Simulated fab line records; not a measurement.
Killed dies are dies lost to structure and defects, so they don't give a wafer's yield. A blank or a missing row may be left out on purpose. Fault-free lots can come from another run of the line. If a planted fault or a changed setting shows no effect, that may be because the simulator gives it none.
Which tool is to blame?	flow sky130	Sampling: 11 lots, 33 wafers, 2 of 708 route steps

## WHAT THE GAUGES SHOWED, per wafer
SKY_LI_CONTACT_THK_MEAS_01.
lot	measured	on	LI_CONTACT_HDPCVD_THK (nm)
L499	day 29 06:28	film-metro-02	955 949 952
L503	day 30 03:19	film-metro-03	945 931 950
L506	day 31 08:39	film-metro-01	924 925 923
L507	day 31 17:55	film-metro-02	920 934 926
L508	day 32 02:37	film-metro-03	920 911 927
L509	day 32 08:49	film-metro-01	910 914 929
L510	day 32 17:43	film-metro-03	953 949 937
L511	day 32 22:46	film-metro-02	1038 1028 1038
L512	day 33 02:22	film-metro-03	1041 1046 1053
L513	day 33 17:55	film-metro-01	947 931 950
L517	day 34 22:34	film-metro-01	951 940 948

## WHICH TOOL RAN EACH LOT (tool, then ch and the chambers of the sampled wafers, then the start)
lot	SKY_LI_CONTACT_HDPCVD_00
L499	hdpcvd-02 ch 0,1, day 29 06:21
L503	hdpcvd-02 ch 0,2, day 30 03:12
L506	hdpcvd-01 ch 0,1, day 31 08:33
L507	hdpcvd-01 ch 0,1,2, day 31 17:49
L508	hdpcvd-01 ch 0,1, day 32 02:30
L509	hdpcvd-01 ch 0,1,2, day 32 08:43
L510	hdpcvd-02 ch 0,2, day 32 17:36
L511	hdpcvd-01 ch 0,2, day 32 22:39
L512	hdpcvd-01 ch 0,1,2, day 33 02:16
L513	hdpcvd-02 ch 0,1,2, day 33 17:49
L517	hdpcvd-02 ch 0,1, day 34 22:28
- SKY_LI_CONTACT_HDPCVD_00: deposits PSG, target thk 930 nm, time 155 s.

## THE ANSWER, worked out from the rows above alone
Rule: the usual values come from the lots themselves. The widest of any qualifying gaps counts: lots, ordered by their means at a reading, are off when they make up no more than a third of the lots, leave a main group of 4 or more, and stand apart from it by 3 or more times the standard deviation of that group's means. Not used: any main group whose means are identical at the precision the tables above print for the reading. A lot without any number at a reading at which 4 lots or more have one is off too. Any other lot the step has rows for is counted as sound.
Off: at SKY_LI_CONTACT_THK_MEAS_01 (LI_CONTACT_HDPCVD_THK), L511, L512. The main group: mean 935 nm, standard deviation 12.
A tool fits if, at a process step before that reading, it ran every lot that is off, and no sound lot after the first of them. Those tools and the gauges at SKY_LI_CONTACT_THK_MEAS_01 are tried in the same way. One fits: SKY_LI_CONTACT_HDPCVD_00 on hdpcvd-01. A fault onset in the window from L509 (day 32 08:43, its last sound lot) to L511 (day 32 22:39, its first lot off) fits.

## WHAT THE SIMULATOR HAD PUT IN
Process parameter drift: hdpcvd-01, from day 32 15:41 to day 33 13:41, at SKY_LI_CONTACT_HDPCVD_00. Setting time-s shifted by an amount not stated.
Shown lots that were struck: L511, L512. Same finding as the rule above.
